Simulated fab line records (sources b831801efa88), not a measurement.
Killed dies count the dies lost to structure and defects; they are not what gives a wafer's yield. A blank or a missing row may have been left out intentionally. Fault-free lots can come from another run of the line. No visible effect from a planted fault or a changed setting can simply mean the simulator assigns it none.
fab line records    flow sky130    part 2 of 2: steps 43 to 43 of 43
record lots=6  wafers=18  last_day=49
route steps=708 shown VIA3@590 METAL4@598 CAP2M@603 PAD_OPEN@708
lots that met no fault: from a run of the same line without faults
start_h: start of the lot's first displayed wafer, in hours after the record's first day    wait_h: how many hours have passed since the lot's step before this one    " the same as in the row above    L1.1+2: several wafers, shown together as one row    - no value present, or no start provided    * or withheld: withheld    < > ~ a bound
route shown NAME@n: NAME is a module with steps in the file, n the number in the route of the first one    usual: mean/standard deviation taken from wafers without a fault    same: alike in all rows    chamber/n: place in a boat    sites: per-site readings    _std_site: how widely they spread, as a standard deviation    _edge_site: outer sites' mean less inner sites'    radius_mm: for every site, how far away it sits from the centre of the wafer    mask NAME#n: copy n    behind: the tool/chamber that last shaped the wafer    hold: cause of the lot's hold/its duration in hours/its outcome    device: transistor that didn't switch, given as n, p or np    end of line: at the end of the route, the tests of the same wafers    for a step that has no rows: nothing shown but its recipe    killed: at the first sort, the dies lost to defects and structure; wafer yield is something else    map: a wafer's dies, marking killed ones x, the rest . and places with no die _
set.NAME: setting as actually run; set.NAME@STEP: the setting as run at that earlier step    model.NAME: the simulator's own value behind a step, which no gauge read
a table for each step, a row for each wafer; lots at some steps of the route
services: the hour from which a tool's chamber was out of use, counted from the record's first day as start_h (under 0 if before that day), plus the number of hours and why
## steps
# step SKY_PAD_OPEN_PROBE_99
# usual defect_limited_yield=82.3/2  killed_at_M0_to_M3=43/6.7  killed_at_M4_up=3.0/1.9  killed_at_contacts=25/5.4  killed_at_front_end=16/4.5  killed_at_other=0.4/0.62  killed_dies=87/9.6  killed_on_rim=17/3.6  killed_open=47/7  killed_short=39/6.1  sort_bin_3_pad_short=0.9/0.43  sort_bin_5_function=10.4/1.6  sort_bin_6_memory=6.3/0.99  sort_n_pass=405/9.6  sort_yield_pct=82.3/2
# same gross_dies=492  killed_at_back_side=0  sort_bin_4_leakage[%]=0  sort_bin_8_speed[%]=0
lot.wafer  tool       chamber  start_h  wait_h  defect_limited_yield[%]  killed_at_M0_to_M3  killed_at_M4_up  killed_at_contacts  killed_at_front_end  killed_at_other  killed_dies  killed_on_rim  killed_open  killed_short  sort_bin_3_pad_short[%]  sort_bin_5_function[%]  sort_bin_6_memory[%]  sort_n_pass  sort_yield_pct[%]  model.etest.tester.sort_n_pass  model.etest.tester.sort_yield_pct  model.etest.tester.sort_bin_5_pct  model.etest.tester.sort_bin_3_pct
L492.1     prober-02  -        1088.51  0.1     81.7                     47                  5                21                  16                   1                90           16             51           39            1.4                      10.8                    6.1                   402          81.7               402                             81.71                              10.77                              1.423
L492.3     prober-02  -        1088.61  0.2     84.8                     43                  0                17                  15                   0                75           17             41           34            0.6                      7.9                     6.7                   417          84.8               417                             84.76                              7.927                              0.6098
L492.4     prober-02  -        1088.66  0.2     82.5                     45                  3                19                  19                   0                86           16             52           34            0.4                      10.6                    6.5                   406          82.5               406                             82.52                              10.57                              0.4065
L493.1     prober-01  -        1094.46  0.1     81.9                     38                  1                25                  25                   0                89           13             56           33            1.0                      11.4                    5.7                   403          81.9               403                             81.91                              11.38                              1.016
L493.2     prober-01  -        1094.51  0.1     82.5                     44                  4                18                  20                   0                86           11             45           41            1.6                      10.6                    5.3                   406          82.5               406                             82.52                              10.57                              1.626
L493.5     prober-01  -        1094.66  0.2     82.3                     45                  2                24                  14                   2                87           14             43           44            0.8                      9.8                     7.1                   405          82.3               405                             82.32                              9.756                              0.813
L497.1     prober-01  -        1127.79  0.1     71.1                     37                  59               27                  19                   0                142          34             47           39            3.5                      18.3                    7.1                   350          71.1               350                             71.14                              18.29                              3.455
L497.3     prober-01  -        1127.89  0.2     81.3                     49                  5                26                  11                   1                92           18             53           39            1.0                      11.6                    6.1                   400          81.3               400                             81.3                               11.59                              1.016
L497.5     prober-01  -        1127.99  0.2     81.3                     39                  1                28                  24                   0                92           20             52           40            1.0                      13.2                    4.5                   400          81.3               400                             81.3                               13.21                              1.016
L498.1     prober-02  -        1131.41  0.1     85.0                     42                  1                22                  8                    1                74           11             39           33            1.0                      8.3                     5.7                   418          85.0               418                             84.96                              8.333                              1.016
L498.3     prober-02  -        1131.51  0.2     83.7                     39                  3                20                  16                   2                80           15             47           30            1.0                      8.5                     6.7                   412          83.7               412                             83.74                              8.537                              1.016
L498.5     prober-02  -        1131.61  0.2     85.2                     30                  7                24                  11                   1                73           16             38           33            1.0                      8.1                     5.7                   419          85.2               419                             85.16                              8.13                               1.016
L499.1     prober-01  -        1135.69  0.1     82.3                     32                  5                36                  14                   0                87           19             52           35            0.6                      9.8                     7.3                   405          82.3               405                             82.32                              9.756                              0.6098
L499.3     prober-01  -        1135.79  0.2     73.2                     38                  63               23                  8                    0                132          29             37           33            5.1                      16.5                    5.3                   360          73.2               360                             73.17                              16.46                              5.081
L499.5     prober-01  -        1135.89  0.2     82.5                     35                  4                26                  21                   0                86           13             46           37            0.8                      10.4                    6.3                   406          82.5               406                             82.52                              10.37                              0.813
L509.1     prober-02  -        1187.34  0.1     83.9                     39                  0                25                  14                   1                79           14             42           36            1.0                      7.7                     7.3                   413          83.9               413                             83.94                              7.724                              1.016
L509.3     prober-02  -        1187.44  0.2     81.5                     48                  4                26                  13                   0                91           20             54           37            0                        11.2                    7.3                   401          81.5               401                             81.5                               11.18                              0
L509.5     prober-02  -        1187.54  0.2     83.9                     35                  1                29                  13                   1                79           12             46           32            0.8                      8.7                     6.5                   413          83.9               413                             83.94                              8.74                               0.813
# killed by level:class
L492.1 VIA1:geometric_particle:open=10 VIA2:geometric_particle:open=9 CONTACT:geometric_particle:short=7 FIELD_ISO:geometric_particle:open=6 CONTACT:geometric_particle:open=6 FIELD_ISO:geometric_particle:short=5 METAL3:geometric_particle:short=5 VIA3:geometric_particle:open=4
L492.3 VIA2:geometric_particle:open=8 METAL1:geometric_particle:short=7 VIA3:geometric_particle:open=7 CONTACT:geometric_particle:open=7 VIA1:geometric_particle:open=6 FIELD_ISO:geometric_particle:short=4 POLY_GATE:geometric_particle:short=4 LOCAL_INTERCONNECT:geometric_particle:short=4
L492.4 VIA1:geometric_particle:open=11 VIA3:geometric_particle:open=8 LI_CONTACT:geometric_particle:open=7 VIA2:geometric_particle:open=7 POLY_GATE:geometric_particle:short=6 METAL1:geometric_particle:short=5 CONTACT:geometric_particle:open=5 FIELD_ISO:geometric_particle:open=4
L493.1 FIELD_ISO:geometric_particle:open=9 LI_CONTACT:geometric_particle:open=9 VIA1:geometric_particle:open=9 VIA2:geometric_particle:open=7 VIA3:geometric_particle:open=7 CONTACT:geometric_particle:open=6 FIELD_ISO:geometric_particle:short=5 CONTACT:geometric_particle:short=5
L493.2 LI_CONTACT:geometric_particle:open=8 METAL2:geometric_particle:short=7 VIA1:geometric_particle:open=6 VIA3:geometric_particle:open=6 FIELD_ISO:geometric_particle:short=5 SPACER:geometric_particle:short=5 VIA2:geometric_particle:open=5 VIA2:geometric_particle:short=5
L493.5 VIA1:geometric_particle:open=10 LI_CONTACT:geometric_particle:open=7 METAL1:geometric_particle:short=7 CONTACT:geometric_particle:open=6 VIA2:geometric_particle:open=6 CONTACT:geometric_particle:short=5 VIA3:geometric_particle:open=5 FIELD_ISO:geometric_particle:short=4
L497.1 METAL4:unspecified=56 VIA1:geometric_particle:open=10 LI_CONTACT:geometric_particle:open=9 CONTACT:geometric_particle:open=9 VIA1:geometric_particle:short=7 VIA2:geometric_particle:open=6 LOCAL_INTERCONNECT:geometric_particle:short=5 FIELD_ISO:geometric_particle:short=4
L497.3 VIA1:geometric_particle:open=12 LI_CONTACT:geometric_particle:open=9 LOCAL_INTERCONNECT:geometric_particle:short=8 VIA1:geometric_particle:short=6 VIA2:geometric_particle:open=6 VIA3:geometric_particle:open=6 FIELD_ISO:geometric_particle:open=4 CONTACT:geometric_particle:open=4
L497.5 CONTACT:geometric_particle:open=15 VIA1:geometric_particle:open=14 FIELD_ISO:geometric_particle:short=6 VIA3:geometric_particle:open=6 POLY_GATE:geometric_particle:short=5 LOCAL_INTERCONNECT:geometric_particle:short=5 METAL2:geometric_particle:short=5 FIELD_ISO:geometric_particle:open=4
L498.1 CONTACT:geometric_particle:open=8 VIA1:geometric_particle:short=7 VIA1:geometric_particle:open=7 VIA3:geometric_particle:open=7 LI_CONTACT:geometric_particle:open=6 LOCAL_INTERCONNECT:geometric_particle:short=5 VIA2:geometric_particle:open=5 METAL1:geometric_particle:short=4
L498.3 VIA1:geometric_particle:open=12 CONTACT:geometric_particle:open=8 VIA3:geometric_particle:open=8 VIA2:geometric_particle:open=6 FIELD_ISO:geometric_particle:open=4 LOCAL_INTERCONNECT:geometric_particle:short=4 VIA1:geometric_particle:short=4 FIELD_ISO:geometric_particle:short=3
L498.5 CONTACT:geometric_particle:short=9 VIA1:geometric_particle:open=8 CONTACT:geometric_particle:open=7 FIELD_ISO:geometric_particle:open=4 VIA1:geometric_particle:short=4 VIA2:geometric_particle:open=4 LI_CONTACT:geometric_particle:open=3 LOCAL_INTERCONNECT:geometric_particle:short=3
L499.1 CONTACT:geometric_particle:open=16 CONTACT:geometric_particle:short=8 VIA2:geometric_particle:open=8 LI_CONTACT:geometric_particle:open=6 METAL2:geometric_particle:short=6 VIA3:geometric_particle:open=6 FIELD_ISO:geometric_particle:short=5 METAL1:geometric_particle:short=5
L499.3 METAL4:unspecified=62 CONTACT:geometric_particle:open=12 VIA1:geometric_particle:open=8 FIELD_ISO:geometric_particle:short=6 METAL2:geometric_particle:short=6 LI_CONTACT:geometric_particle:open=5 VIA3:geometric_particle:short=5 VIA3:geometric_particle:open=5
L499.5 VIA1:geometric_particle:open=11 CONTACT:geometric_particle:open=9 FIELD_ISO:geometric_particle:open=7 CONTACT:geometric_particle:short=7 VIA2:geometric_particle:open=5 FIELD_ISO:geometric_particle:short=4 LI_CONTACT:geometric_particle:short=4 METAL4:geometric_particle:short=4
L509.1 CONTACT:geometric_particle:open=10 POLY_GATE:geometric_particle:open=8 METAL2:geometric_particle:short=8 VIA2:geometric_particle:open=7 CONTACT:geometric_particle:short=5 VIA1:geometric_particle:open=5 VIA3:geometric_particle:short=5 VIA3:geometric_particle:open=5
L509.3 VIA1:geometric_particle:open=13 CONTACT:geometric_particle:open=12 VIA2:geometric_particle:open=7 VIA2:geometric_particle:short=7 LI_CONTACT:geometric_particle:open=6 VIA1:geometric_particle:short=6 POLY_GATE:geometric_particle:open=5 LI_CONTACT:geometric_particle:short=4
L509.5 CONTACT:geometric_particle:open=11 LI_CONTACT:geometric_particle:open=8 VIA1:geometric_particle:open=8 VIA3:geometric_particle:open=5 CONTACT:geometric_particle:short=5 METAL1:geometric_particle:short=5 VIA1:geometric_particle:short=4 METAL2:geometric_particle:short=4
# map L497.1 (x killed, . not)
__________xxx.xxxxx._________
________xxxxxx....x.x._______
______xxxxxxx.x...x....._____
_____xxxxxxxxxx..x.......____
____.xxxxxxxxx.xx........x___
___..xxxxxxxxxx............__
__...x.xxxxxx.x............x_
_..x.x.x.x.xxx...x.....x...x.
_x......x.xx.x...x..x.x......
_.x....x........x.x....x..x.x
_.x...x.....x....x.........x.
_.......x......xxx......x..x.
_.xx.....xx.....x.x.........x
_....x.............x.x.......
_x...................x.......
__.........x...........x...._
___.......xx..x...x........__
____..x.......x...x...x...___
_____.x.x.xx.............____
______......xx.xxx...xx._____
________...........xx._______
__________..x...x.xx_________
# map L499.3 (x killed, . not)
__________xx..xxx..._________
________xxxxxx......xx_______
______xxxxxxxxx....x...._____
_____xxxxxxxxxx..x.x.....____
____xxxxxxxxxxx...x.....x.___
___.x.xxxxxxxx.xx.......xx.__
__xxxxxxxxxxxx.....x.x......_
_..x...xxxxxx.....x.......x..
_x...x....xx.x....x.x.xx.....
_..x.......x..xx......xx.....
_..............x.............
_.x.....x.......xx...........
_............x.x..x..x..x.x.x
_......................x.....
_.....x....x....x.........x..
__.........................x_
___.............xx.x.x.x...__
____..x..............x....___
_____...............x....____
______.......x......x..._____
________x...x........._______
__________....xxx..._________
## services
tool             chamber  start_h  hours  kind
plasma_asher-01  -        924.56   2.5    repair
cvd_w-02         -        924.56   6.0    pm
rie_metal-01     1        939.61   9.6    repair
cvd_w-02         -        940.65   3.8    pm
pvd_sputter-02   -        945.60   2.5    repair
rie_metal-01     -        953.63   0.3    repair
pvd_sputter-02   -        956.78   1.8    repair
pvd_sputter-02   -        971.94   0.6    repair
plasma_asher-01  -        973.02   2.8    repair
pvd_sputter-04   2        982.05   -      consumable_replace:kit
pvd_sputter-04   2        982.05   18.0   scheduled_down
pvd_sputter-04   2        982.05   18.0   vent_cycle
rie_metal-02     -        1002.45  1.4    pm
cvd_w-01         -        1011.96  0.8    repair
pvd_sputter-03   -        1014.56  1.2    repair
rie_metal-04     -        1016.54  0.5    repair
pvd_sputter-02   -        1018.62  7.8    repair
pvd_sputter-01   0        1033.53  -      consumable_replace:kit
pvd_sputter-01   0        1033.53  18.0   scheduled_down
rie_metal-01     -        1045.64  4.3    pm
plasma_asher-01  -        1055.25  9.0    pm
pvd_sputter-04   1        1080.46  -      consumable_replace:kit
pvd_sputter-04   1        1080.46  18.0   scheduled_down
pvd_sputter-04   1        1080.46  18.0   vent_cycle
## key
first_sign step=SKY_PAD_OPEN_PROBE_99  reading=killed_at_M4_up  direction=up  sigmas=31  usual=3.0  struck=61
effect step=SKY_PAD_OPEN_PROBE_99  reading=sort_bin_3_pad_short  direction=up  sigmas=7.9  usual=0.9  struck=4.3
model_effect step=SKY_PAD_OPEN_PROBE_99  value=etest.tester.sort_n_pass  without=404.5  struck=355
met_at SKY_METAL4_SPUTTER_04
struck_wafers L497.1,L499.3
fault kind=chamber_particle_source  tool=pvd_sputter-02  chamber=-  onset_h=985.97  steps=SKY_METAL4_SPUTTER_04  rate_per_visit_cm2=1.8998  end_h=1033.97  scope=struck_wafers_only
